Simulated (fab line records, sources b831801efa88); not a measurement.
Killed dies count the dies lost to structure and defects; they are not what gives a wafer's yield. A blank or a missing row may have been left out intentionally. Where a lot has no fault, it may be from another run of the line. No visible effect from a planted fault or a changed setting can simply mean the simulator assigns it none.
fab line records	flow gf180mcu
[record] lots = 24	wafers = 72	last_day = 34
route steps=602 shown STI@23 HV_LDD@225 M2@376 V5@543
lots that met no fault: from a run of the same line without faults
start_h: the number of hours between the record's first day and the start of the first shown wafer of the lot	wait_h: hours elapsed since this lot's preceding step	" repeats the value in the row above	L1.1+2: several wafers, shown together as one row	- no value present, or no start provided	* or withheld: withheld	< > ~ a bound
route shown NAME@n: a module of which the file shows steps, and the number in the route of the first	usual: mean and standard deviation over wafers with no fault	same: alike in all rows	chamber/n: place in a boat	sites: the reading at each site	_std_site: standard deviation of those values	_edge_site: inner sites' mean taken away from outer sites' mean	radius_mm: for every site, how far away it sits from the centre of the wafer	mask NAME#n: copy n	behind: the most recent tool/chamber to have shaped the wafer	hold: cause of the lot's hold/its duration in hours/its outcome	device: names the non-switching transistor (n, p or np)	end of line: the tests these same wafers got at the end of their route	step lacking rows: just its recipe	killed: at the first sort, the dies lost to defects and structure; wafer yield is something else	map: shows each die of a wafer: x if killed, . if not, _ if none is there
set.NAME: the setting as run; set.NAME@STEP: as run at that earlier step	model.NAME: the simulator's own value behind a step, which no gauge read
one table for each step of the route and one row for each wafer, over a sample of lots
services: from which hour (start_h, from the record's first day; less than 0 if before it) a tool's chamber was out of use, for how many hours, and why
[[steps]]
[step GF_STI_THK_MEAS_22]
[recipe] reads = SiO2_of_STI_OXIDATION_21
[usual] STI_OXIDATION_01_THK = 15.05/0.24
lot.wafer	tool	chamber	start_h	wait_h	STI_OXIDATION_01_THK[nm]
L074.2	film_metro-01	-	28.75	0.0	14.49
L074.3	"	-	"	"	14.87
L074.4	"	-	"	"	14.56
L075.3	film_metro-02	-	33.98	0.0	14.47
L075.5	"	-	"	"	14.70
L075.6	"	-	"	"	14.82
L076.2	film_metro-03	-	39.72	0.0	14.69
L076.4	"	-	"	"	15.04
L076.5	"	-	"	"	15.20
L077.2	film_metro-02	-	45.04	0.0	15.23
L077.3	"	-	"	"	14.99
L077.6	"	-	"	"	14.91
L078.3	film_metro-02	-	49.82	0.0	15.18
L078.4	"	-	"	"	14.93
L078.6	"	-	"	"	15.33
L079.2	film_metro-02	-	54.83	0.0	14.91
L079.3	"	-	"	"	15.20
L079.5	"	-	"	"	14.88
L080.3	film_metro-01	-	58.58	0.0	14.77
L080.4	"	-	"	"	14.94
L080.6	"	-	"	"	14.96
L081.2	film_metro-02	-	63.09	0.0	15.08
L081.3	"	-	"	"	15.07
L081.4	"	-	"	"	15.06
L082.1	film_metro-02	-	68.28	0.0	15.03
L082.2	"	-	"	"	14.88
L082.6	"	-	"	"	15.16
L083.2	film_metro-02	-	75.34	0.0	15.38
L083.5	"	-	"	"	15.00
L083.6	"	-	"	"	15.12
L084.2	film_metro-03	-	79.21	0.0	15.29
L084.5	"	-	"	"	14.84
L084.6	"	-	"	"	15.05
L085.1	film_metro-02	-	84.09	0.0	14.59
L085.2	"	-	"	"	14.75
L085.6	"	-	"	"	14.67
L086.1	film_metro-03	-	88.53	0.0	15.40
L086.4	"	-	"	"	15.15
L086.6	"	-	"	"	15.09
L087.1	film_metro-01	-	94.14	0.0	14.97
L087.4	"	-	"	"	15.08
L087.5	"	-	"	"	14.96
L088.2	film_metro-02	-	99.31	0.0	15.04
L088.4	"	-	"	"	14.85
L088.6	"	-	"	"	14.86
L089.1	film_metro-03	-	104.64	0.0	15.02
L089.3	"	-	"	"	15.39
L089.4	"	-	"	"	15.22
L090.1	film_metro-03	-	110.80	0.0	15.05
L090.3	"	-	"	"	15.30
L090.6	"	-	"	"	15.22
L091.2	film_metro-03	-	114.90	0.0	15.42
L091.3	"	-	"	"	15.57
L091.5	"	-	"	"	15.45
L092.1	film_metro-02	-	119.70	0.0	15.15
L092.4	"	-	"	"	15.04
L092.5	"	-	"	"	14.74
L093.1	film_metro-02	-	125.64	0.0	15.19
L093.3	"	-	"	"	15.50
L093.5	"	-	"	"	15.44
L094.1	film_metro-02	-	130.81	0.0	14.93
L094.3	"	-	"	"	14.88
L094.5	"	-	"	"	15.12
L095.1	film_metro-02	-	135.99	0.0	14.85
L095.2	"	-	"	"	15.00
L095.6	"	-	"	"	14.76
L096.1	film_metro-02	-	140.22	0.0	14.89
L096.3	"	-	"	"	15.35
L096.6	"	-	"	"	15.26
L097.1	film_metro-01	-	145.96	0.0	15.14
L097.2	"	-	"	"	15.13
L097.4	"	-	"	"	15.06
[step GF_HV_LDD_STRIP_49]
[recipe] chemistry = O2/N2	power_w = 1400	pressure_mtorr = 1500	platen_temp_c = 250	o2_flow_sccm = 3000	n2_flow_sccm = 300	overash_fraction = 0.5
[usual] chamber_pressure_mTorr = 1500.1/1.3	drypump_motor_current_A = 5.9/0.52	heater_power_w = 331/29	oes_product_au = 0.716/0.0049	strip_time_to_endpoint_s = 12.65/0.033
lot.wafer	tool	chamber	start_h	wait_h	chamber_pressure_mTorr	drypump_motor_current_A	heater_power_w	oes_product_au	rf_hours_counter_h	strip_time_to_endpoint_s
L074.2	plasma_asher-04	0	276.54	0.1	1500.3	5.8	379	0.712	60	12.60
L074.3	"	0	"	"	1500.7	5.8	395	0.718	-	12.61
L074.4	"	1	"	"	1499.7	5.7	309	0.710	-	12.65
L075.3	plasma_asher-04	1	282.82	0.1	1498.0	5.7	309	0.714	-	12.63
L075.5	"	0	"	"	1499.9	5.8	370	0.716	-	12.64
L075.6	"	1	"	"	1500.0	5.7	315	0.723	-	12.64
L076.2	plasma_asher-04	0	292.98	0.1	1499.8	5.8	388	0.706	62	12.72
L076.4	"	1	"	"	1500.7	5.7	325	0.720	-	12.68
L076.5	"	1	"	"	1501.2	5.7	316	0.715	-	12.68
L077.2	plasma_asher-04	0	296.93	0.1	1499.6	5.8	382	0.712	62	12.64
L077.3	"	1	"	"	1499.2	5.7	310	0.715	-	12.65
L077.6	"	0	"	"	1497.8	5.8	383	0.720	-	12.66
L078.3	plasma_asher-01	1	309.42	0.1	1497.8	6.1	330	0.715	-	12.58
L078.4	"	0	"	"	1497.1	6.1	292	0.722	-	12.60
L078.6	"	1	"	"	1499.9	6.1	333	0.713	-	12.61
L079.2	plasma_asher-03	0	315.30	0.1	1502.1	6.8	334	0.714	65	12.64
L079.3	"	1	"	"	1501.3	4.9	318	0.709	-	12.64
L079.5	"	1	"	"	1499.9	4.9	308	0.723	-	12.62
L080.3	plasma_asher-04	1	322.92	0.1	1500.0	5.7	308	0.722	-	12.64
L080.4	"	0	"	"	1503.0	5.8	384	0.718	-	12.64
L080.6	"	1	"	"	1500.1	5.7	317	0.721	-	12.66
L081.2	plasma_asher-01	1	325.50	0.1	1500.8	6.2	335	0.721	57	12.65
L081.3	"	1	"	"	1502.2	6.1	339	0.706	-	12.63
L081.4	"	0	"	"	1501.3	6.1	289	0.712	-	12.64
L082.1	plasma_asher-03	0	336.20	0.1	1498.8	6.8	331	0.711	67	12.65
L082.2	"	1	"	"	1500.3	5.0	307	0.716	67	12.64
L082.6	"	0	"	"	1496.4	6.8	330	0.713	-	12.68
L083.2	plasma_asher-03	1	347.25	0.1	1500.8	5.0	321	0.720	69	12.68
L083.5	"	0	"	"	1503.1	6.8	335	0.717	-	12.69
L083.6	"	1	"	"	1502.7	4.9	314	0.720	-	12.69
L084.2	plasma_asher-03	0	351.95	0.1	1499.7	6.8	334	0.716	69	12.64
L084.5	"	1	"	"	1497.3	5.0	313	0.713	-	12.63
L084.6	"	0	"	"	1500.9	6.8	341	0.714	-	12.68
L085.1	plasma_asher-01	0	362.67	0.1	1499.8	6.1	295	0.719	62	12.64
L085.2	"	1	"	"	1501.2	6.1	332	0.715	62	12.61
L085.6	"	1	"	"	1499.2	6.1	340	0.720	-	12.65
L086.1	plasma_asher-03	0	370.40	0.1	1498.5	6.8	331	0.711	71	12.70
L086.4	"	0	"	"	1501.7	6.8	329	0.717	-	12.66
L086.6	"	1	"	"	1502.3	4.9	317	0.723	-	12.69
L087.1	plasma_asher-04	1	380.20	0.1	1500.3	5.7	319	0.716	69	12.67
L087.4	"	1	"	"	1499.6	5.7	316	0.724	-	12.66
L087.5	"	1	"	"	1500.1	5.7	311	0.719	-	12.65
L088.2	plasma_asher-03	1	394.03	0.1	1498.8	5.0	313	0.716	73	12.64
L088.4	"	0	"	"	1500.0	6.8	328	0.720	-	12.62
L088.6	"	0	"	"	1497.5	6.8	332	0.718	-	12.66
L089.1	plasma_asher-01	1	394.80	0.1	1500.4	6.1	335	0.719	65	12.58
L089.3	"	0	"	"	1499.7	6.1	281	0.711	-	12.62
L089.4	"	1	"	"	1500.0	6.1	331	0.714	-	12.62
L090.1	plasma_asher-04	0	408.33	0.1	1500.1	5.8	390	0.723	72	12.72
L090.3	"	1	"	"	1500.8	5.7	313	0.717	-	12.72
L090.6	"	1	"	"	1500.0	5.7	314	0.718	-	12.70
L091.2	plasma_asher-04	1	410.40	0.1	1501.7	5.7	317	0.715	72	12.68
L091.3	"	1	"	"	1499.4	5.7	316	0.715	-	12.68
L091.5	"	0	"	"	1500.4	5.8	386	0.711	-	12.68
L092.1	plasma_asher-04	0	421.25	0.1	1501.1	5.7	399	0.720	73	12.63
L092.4	"	0	"	"	1501.0	5.8	377	0.710	-	12.66
L092.5	"	0	"	"	1500.5	5.8	381	0.717	-	12.64
L093.1	plasma_asher-03	0	426.18	0.1	1499.9	6.8	329	0.712	77	12.65
L093.3	"	0	"	"	1498.0	6.8	327	0.716	-	12.67
L093.5	"	0	"	"	1498.4	6.8	330	0.707	-	12.65
L094.1	plasma_asher-04	1	435.78	0.1	1499.2	5.7	314	0.716	0	12.68
L094.3	"	1	"	"	1501.0	5.7	309	0.711	-	12.64
L094.5	"	0	"	"	1499.2	5.8	361	0.715	-	12.71
L095.1	plasma_asher-01	1	445.34	0.1	1500.2	6.2	330	0.713	71	12.67
L095.2	"	0	"	"	1501.3	6.1	294	0.717	71	12.67
L095.6	"	1	"	"	1498.8	6.2	330	0.717	-	12.69
L096.1	plasma_asher-04	1	447.29	0.1	1499.8	5.7	307	0.722	2	12.65
L096.3	"	0	"	"	1498.8	5.8	362	0.707	-	12.68
L096.6	"	0	"	"	1500.1	5.8	355	0.713	-	12.66
L097.1	plasma_asher-01	1	459.14	0.1	1497.6	6.2	331	0.718	72	12.64
L097.2	"	0	"	"	1500.2	6.1	295	0.718	72	12.59
L097.4	"	0	"	"	1500.3	6.1	296	0.715	-	12.64
[step GF_M2_CD_MEAS_14]
[recipe] target_cd_nm = 280
[usual] cd_nm = 280.4/1.3
lot.wafer	tool	chamber	start_h	wait_h	cd_nm
L074.2	cd_sem-02	-	440.10	0.1	283.0
L074.3	"	-	"	"	282.6
L074.4	"	-	"	"	282.3
L075.3	cd_sem-02	-	449.43	0.1	280.8
L075.5	"	-	"	"	281.0
L075.6	"	-	"	"	282.0
L076.2	cd_sem-02	-	458.26	0.1	279.8
L076.4	"	-	"	"	279.5
L076.5	"	-	"	"	278.9
L077.2	cd_sem-01	-	465.39	0.1	277.3
L077.3	"	-	"	"	278.2
L077.6	"	-	"	"	280.0
L078.3	cd_sem-02	-	479.57	0.1	281.0
L078.4	"	-	"	"	280.1
L078.6	"	-	"	"	281.1
L079.2	cd_sem-01	-	488.66	0.1	280.0
L079.3	"	-	"	"	280.9
L079.5	"	-	"	"	280.3
L080.3	cd_sem-02	-	495.08	0.1	280.2
L080.4	"	-	"	"	280.9
L080.6	"	-	"	"	281.2
L081.2	cd_sem-02	-	499.04	0.1	279.8
L081.3	"	-	"	"	278.8
L081.4	"	-	"	"	279.0
L082.1	cd_sem-01	-	512.17	0.1	279.7
L082.2	"	-	"	"	279.3
L082.6	"	-	"	"	279.2
L083.2	cd_sem-02	-	522.65	0.1	280.7
L083.5	"	-	"	"	280.1
L083.6	"	-	"	"	280.5
L084.2	cd_sem-02	-	530.74	0.1	282.0
L084.5	"	-	"	"	282.6
L084.6	"	-	"	"	282.5
L085.1	cd_sem-01	-	543.82	0.1	280.5
L085.2	"	-	"	"	280.2
L085.6	"	-	"	"	280.6
L086.1	cd_sem-01	-	545.74	0.1	280.5
L086.4	"	-	"	"	280.8
L086.6	"	-	"	"	280.1
L087.1	cd_sem-01	-	556.02	0.1	279.2
L087.4	"	-	"	"	279.6
L087.5	"	-	"	"	280.5
L088.2	cd_sem-02	-	568.24	0.1	278.7
L088.4	"	-	"	"	278.7
L088.6	"	-	"	"	279.7
L089.1	cd_sem-01	-	568.57	0.1	280.8
L089.3	"	-	"	"	280.6
L089.4	"	-	"	"	280.7
L090.1	cd_sem-01	-	579.62	0.1	278.6
L090.3	"	-	"	"	278.5
L090.6	"	-	"	"	278.1
L091.2	cd_sem-01	-	584.84	0.1	281.5
L091.3	"	-	"	"	281.0
L091.5	"	-	"	"	281.4
L092.1	cd_sem-01	-	596.17	0.1	281.5
L092.4	"	-	"	"	281.1
L092.5	"	-	"	"	281.3
L093.1	cd_sem-01	-	598.04	0.1	279.9
L093.3	"	-	"	"	280.3
L093.5	"	-	"	"	279.2
L094.1	cd_sem-01	-	606.87	0.1	283.4
L094.3	"	-	"	"	281.8
L094.5	"	-	"	"	282.7
L095.1	cd_sem-01	-	615.44	0.1	277.1
L095.2	"	-	"	"	278.3
L095.6	"	-	"	"	277.8
L096.1	cd_sem-01	-	617.27	0.1	281.7
L096.3	"	-	"	"	281.1
L096.6	"	-	"	"	281.5
L097.1	cd_sem-02	-	627.52	0.1	281.7
L097.2	"	-	"	"	283.0
L097.4	"	-	"	"	281.7
[step GF_V5_THK_MEAS_03]
[recipe] reads = SiO2_of_V5_CVD_02
[usual] V5_CVD_02_THK = 1448/21
lot.wafer	tool	chamber	start_h	wait_h	V5_CVD_02_THK[nm]
L074.2	film_metro-03	-	611.81	0.1	1411
L074.3	"	-	"	"	1430
L074.4	"	-	"	"	1472
L075.3	film_metro-03	-	620.03	0.1	1414
L075.5	"	-	"	"	1450
L075.6	"	-	"	"	1437
L076.2	film_metro-03	-	625.07	0.1	1411
L076.4	"	-	"	"	1438
L076.5	"	-	"	"	1452
L077.2	film_metro-03	-	633.49	0.1	1420
L077.3	"	-	"	"	1438
L077.6	"	-	"	"	1446
L078.3	film_metro-03	-	644.70	0.1	1440
L078.4	"	-	"	"	1466
L078.6	"	-	"	"	1474
L079.2	film_metro-01	-	653.01	0.1	1433
L079.3	"	-	"	"	1430
L079.5	"	-	"	"	1444
L080.3	film_metro-02	-	656.55	0.1	1436
L080.4	"	-	"	"	1461
L080.6	"	-	"	"	1451
L081.2	film_metro-03	-	660.47	0.1	1455
L081.3	"	-	"	"	1469
L081.4	"	-	"	"	1503
L082.1	film_metro-02	-	670.69	0.1	1450
L082.2	"	-	"	"	1452
L082.6	"	-	"	"	1476
L083.2	film_metro-02	-	682.03	0.1	1415
L083.5	"	-	"	"	1439
L083.6	"	-	"	"	1426
L084.2	film_metro-01	-	686.81	0.1	1458
L084.5	"	-	"	"	1466
L084.6	"	-	"	"	1501
L085.1	film_metro-03	-	698.97	0.1	1425
L085.2	"	-	"	"	1429
L085.6	"	-	"	"	1441
L086.1	film_metro-03	-	699.88	0.1	1422
L086.4	"	-	"	"	1454
L086.6	"	-	"	"	1447
L087.1	film_metro-03	-	706.81	0.1	1432
L087.4	"	-	"	"	1462
L087.5	"	-	"	"	1437
L089.1	film_metro-01	-	719.16	0.1	1437
L089.3	"	-	"	"	1445
L089.4	"	-	"	"	1444
L088.2	film_metro-03	-	719.86	0.1	1460
L088.4	"	-	"	"	1508
L088.6	"	-	"	"	1482
L090.1	film_metro-01	-	728.00	0.1	1423
L090.3	"	-	"	"	1409
L090.6	"	-	"	"	1419
L091.2	film_metro-01	-	732.53	0.1	1420
L091.3	"	-	"	"	1417
L091.5	"	-	"	"	1446
L092.1	film_metro-02	-	743.02	0.1	1433
L092.4	"	-	"	"	1456
L092.5	"	-	"	"	1462
L093.1	film_metro-02	-	744.07	0.1	1447
L093.3	"	-	"	"	1459
L093.5	"	-	"	"	1481
L094.1	film_metro-02	-	750.00	0.1	1446
L094.3	"	-	"	"	1451
L094.5	"	-	"	"	1459
L095.1	film_metro-02	-	755.42	0.1	1436
L095.2	"	-	"	"	1465
L095.6	"	-	"	"	1484
L096.1	film_metro-02	-	757.01	0.1	1450
L096.3	"	-	"	"	1457
L096.6	"	-	"	"	1485
L097.1	film_metro-03	-	766.31	0.1	1419
L097.2	"	-	"	"	1452
L097.4	"	-	"	"	1479
[step GF_V5_CD_MEAS_14]
[recipe] target_cd_nm = 260
[usual] cd_nm = 259.8/1.5
lot.wafer	tool	chamber	start_h	wait_h	cd_nm
L074.2	cd_sem-01	-	632.76	0.1	259.2
L074.3	"	-	"	"	258.6
L074.4	"	-	"	"	258.4
L075.3	cd_sem-02	-	641.46	0.1	260.9
L075.5	"	-	"	"	260.5
L075.6	"	-	"	"	261.1
L076.2	cd_sem-02	-	645.49	0.1	262.0
L076.4	"	-	"	"	262.8
L076.5	"	-	"	"	261.4
L077.2	cd_sem-02	-	654.29	0.1	258.0
L077.3	"	-	"	"	258.0
L077.6	"	-	"	"	258.2
L078.3	cd_sem-01	-	665.30	0.2	261.7
L078.4	"	-	"	"	260.0
L078.6	"	-	"	"	260.6
L079.2	cd_sem-01	-	673.31	0.1	258.5
L079.3	"	-	"	"	256.7
L079.5	"	-	"	"	258.7
L080.3	cd_sem-01	-	676.36	0.1	262.8
L080.4	"	-	"	"	262.1
L080.6	"	-	"	"	262.0
L081.2	cd_sem-02	-	680.61	0.1	259.9
L081.3	"	-	"	"	261.2
L081.4	"	-	"	"	258.9
L082.1	cd_sem-02	-	690.42	0.1	261.7
L082.2	"	-	"	"	259.7
L082.6	"	-	"	"	259.3
L083.2	cd_sem-01	-	701.54	0.1	258.2
L083.5	"	-	"	"	258.9
L083.6	"	-	"	"	261.1
L084.2	cd_sem-02	-	706.31	0.1	258.4
L084.5	"	-	"	"	259.0
L084.6	"	-	"	"	259.4
L085.1	cd_sem-01	-	717.14	0.1	261.8
L085.2	"	-	"	"	260.6
L085.6	"	-	"	"	261.4
L086.1	cd_sem-01	-	719.04	0.1	260.1
L086.4	"	-	"	"	259.8
L086.6	"	-	"	"	258.7
L087.1	cd_sem-01	-	724.99	0.1	260.1
L087.4	"	-	"	"	260.9
L087.5	"	-	"	"	259.1
L089.1	cd_sem-01	-	736.92	0.1	258.6
L089.3	"	-	"	"	258.6
L089.4	"	-	"	"	258.6
L088.2	cd_sem-02	-	738.04	0.1	262.1
L088.4	"	-	"	"	260.6
L088.6	"	-	"	"	261.6
L090.1	cd_sem-01	-	745.98	0.1	261.9
L090.3	"	-	"	"	260.9
L090.6	"	-	"	"	260.7
L091.2	cd_sem-01	-	750.09	0.1	260.3
L091.3	"	-	"	"	261.3
L091.5	"	-	"	"	261.3
L092.1	cd_sem-02	-	759.18	0.1	262.3
L092.4	"	-	"	"	260.7
L092.5	"	-	"	"	261.4
L093.1	cd_sem-02	-	763.87	0.1	258.9
L093.3	"	-	"	"	260.0
L093.5	"	-	"	"	259.6
L094.1	cd_sem-02	-	767.88	0.1	258.9
L094.3	"	-	"	"	258.4
L094.5	"	-	"	"	259.6
L095.1	cd_sem-01	-	771.92	0.1	256.4
L095.2	"	-	"	"	256.7
L095.6	"	-	"	"	256.9
L096.1	cd_sem-01	-	773.42	0.1	261.5
L096.3	"	-	"	"	261.6
L096.6	"	-	"	"	262.3
L097.1	cd_sem-02	-	782.87	0.1	258.6
L097.2	"	-	"	"	258.2
L097.4	"	-	"	"	257.4
[step GF_V5_ETCH_17]
[recipe] chemistry = C4F8/O2/Ar	mask_material = KrF	target = SiO2	stop_on = TiN	source_w = 1500	bias_w = 1200	pressure_mtorr = 40	c4f8_flow_sccm = withheld	O2_flow_sccm = 6	Ar_flow_sccm = 300	time_s = withheld	target_depth_a = 8550
[usual] chamber_pressure_mTorr = 39.99/0.037	oes_product_au = 0.860/0.0046	rf_fwd_power_W = 1496/5
lot.wafer	tool	chamber	start_h	wait_h	chamber_pressure_mTorr	oes_product_au	rf_fwd_power_W
L074.2	rie_diel-03	0	-	-	39.98	0.864	1499
L074.3	"	1	"	"	40.05	0.862	1495
L074.4	"	2	"	"	39.95	0.867	1497
L075.3	rie_diel-02	3	-	-	39.95	0.855	1495
L075.5	"	1	"	"	40.01	0.859	1498
L075.6	"	2	"	"	40.00	0.855	1499
L076.2	rie_diel-03	2	-	-	40.01	0.866	1495
L076.4	"	0	"	"	39.99	0.863	1496
L076.5	"	3	"	"	39.99	0.857	1499
L077.2	rie_diel-04	0	-	-	39.98	0.865	1500
L077.3	"	2	"	"	39.97	0.861	1502
L077.6	"	0	"	"	39.97	0.861	1494
L078.3	rie_diel-02	1	-	-	40.01	0.858	1500
L078.4	"	0	"	"	40.03	0.858	1482
L078.6	"	0	"	"	40.06	0.869	1488
L079.2	rie_diel-04	1	-	-	39.97	0.857	1495
L079.3	"	0	"	"	40.04	0.869	1501
L079.5	"	1	"	"	39.97	0.861	1497
L080.3	rie_diel-02	2	-	-	40.03	0.858	1493
L080.4	"	0	"	"	40.05	0.854	1501
L080.6	"	3	"	"	39.95	0.862	1492
L081.2	rie_diel-03	3	-	-	40.03	0.854	1491
L081.3	"	2	"	"	39.99	0.856	1501
L081.4	"	2	"	"	39.94	0.858	1499
L082.1	rie_diel-04	1	-	-	40.02	0.864	1496
L082.2	"	0	"	"	39.97	0.863	1491
L082.6	"	0	"	"	39.98	0.854	1496
L083.2	rie_diel-02	1	-	-	40.04	0.859	1493
L083.5	"	0	"	"	39.96	0.856	1500
L083.6	"	1	"	"	39.95	0.864	1491
L084.2	rie_diel-04	2	-	-	40.05	0.866	1488
L084.5	"	2	"	"	40.03	0.859	1490
L084.6	"	3	"	"	39.92	0.864	1495
L085.1	rie_diel-04	2	-	-	40.04	0.857	1496
L085.2	"	3	"	"	40.05	0.864	1502
L085.6	"	3	"	"	40.04	0.856	1500
L086.1	rie_diel-02	2	-	-	40.01	0.863	1499
L086.4	"	1	"	"	40.01	0.862	1498
L086.6	"	3	"	"	39.96	0.861	1501
L087.1	rie_diel-02	2	-	-	39.95	0.857	1500
L087.4	"	0	"	"	40.02	0.852	1493
L087.5	"	0	"	"	40.02	0.863	1494
L089.1	rie_diel-03	0	-	-	39.97	0.853	1499
L089.3	"	2	"	"	40.00	0.856	1498
L089.4	"	3	"	"	40.00	0.850	1494
L088.2	rie_diel-04	3	-	-	39.97	0.861	1502
L088.4	"	1	"	"	39.95	0.858	1497
L088.6	"	3	"	"	39.97	0.858	1501
L090.1	rie_diel-03	0	-	-	40.03	0.853	1496
L090.3	"	2	"	"	40.04	0.862	1503
L090.6	"	3	"	"	40.01	0.856	1494
L091.2	rie_diel-04	2	-	-	39.97	0.858	1488
L091.3	"	0	"	"	39.95	0.863	1490
L091.5	"	0	"	"	40.00	0.857	1496
L092.1	rie_diel-03	1	-	-	40.00	0.861	1498
L092.4	"	0	"	"	40.04	0.863	1492
L092.5	"	1	"	"	39.99	0.853	1496
L093.1	rie_diel-03	2	-	-	39.96	0.862	1496
L093.3	"	1	"	"	39.91	0.851	1496
L093.5	"	0	"	"	40.04	0.867	1494
L094.1	rie_diel-04	3	-	-	40.00	0.864	1491
L094.3	"	1	"	"	40.04	0.858	1499
L094.5	"	1	"	"	39.98	0.862	1500
L095.1	rie_diel-02	0	-	-	39.95	0.866	1493
L095.2	"	2	"	"	39.99	0.857	1488
L095.6	"	3	"	"	40.00	0.866	1496
L096.1	rie_diel-03	0	-	-	39.96	0.858	1499
L096.3	"	1	"	"	40.07	0.854	1499
L096.6	"	1	"	"	39.98	0.860	1504
L097.1	rie_diel-02	1	-	-	39.99	0.863	1497
L097.2	"	0	"	"	40.00	0.856	1489
L097.4	"	3	"	"	39.98	0.859	1492
[[services]]
tool	chamber	start_h	hours	kind
rie_diel-02	-	268.96	0.4	repair
rie_diel-03	2	284.76	6.6	repair
rie_diel-03	1	314.43	12.9	repair
plasma_asher-04	-	314.95	6.7	repair
rie_diel-02	3	315.42	7.0	repair
rie_diel-02	2	334.26	6.0	repair
rie_diel-04	-	341.35	0.6	repair
plasma_asher-04	-	343.83	1.7	repair
rie_diel-04	3	344.40	8.2	repair
plasma_asher-04	-	345.50	17.3	pm
rie_diel-04	0	364.48	3.7	repair
rie_diel-04	3	369.13	3.2	repair
rie_diel-04	3	374.16	6.9	repair
plasma_asher-04	-	421.35	9.0	pm
rie_diel-02	-	424.41	15.6	pm
rie_diel-03	2	438.78	2.7	repair
rie_diel-04	0	443.40	3.2	repair
rie_diel-04	3	464.75	5.1	repair
rie_diel-04	-	478.36	2.8	pm
rie_diel-03	1	490.41	8.9	repair
rie_diel-02	1	493.25	10.6	repair
plasma_asher-04	-	569.61	1.5	repair
plasma_asher-04	-	626.89	0.6	repair
plasma_asher-04	-	680.67	1.3	repair
[[key]]
fault none
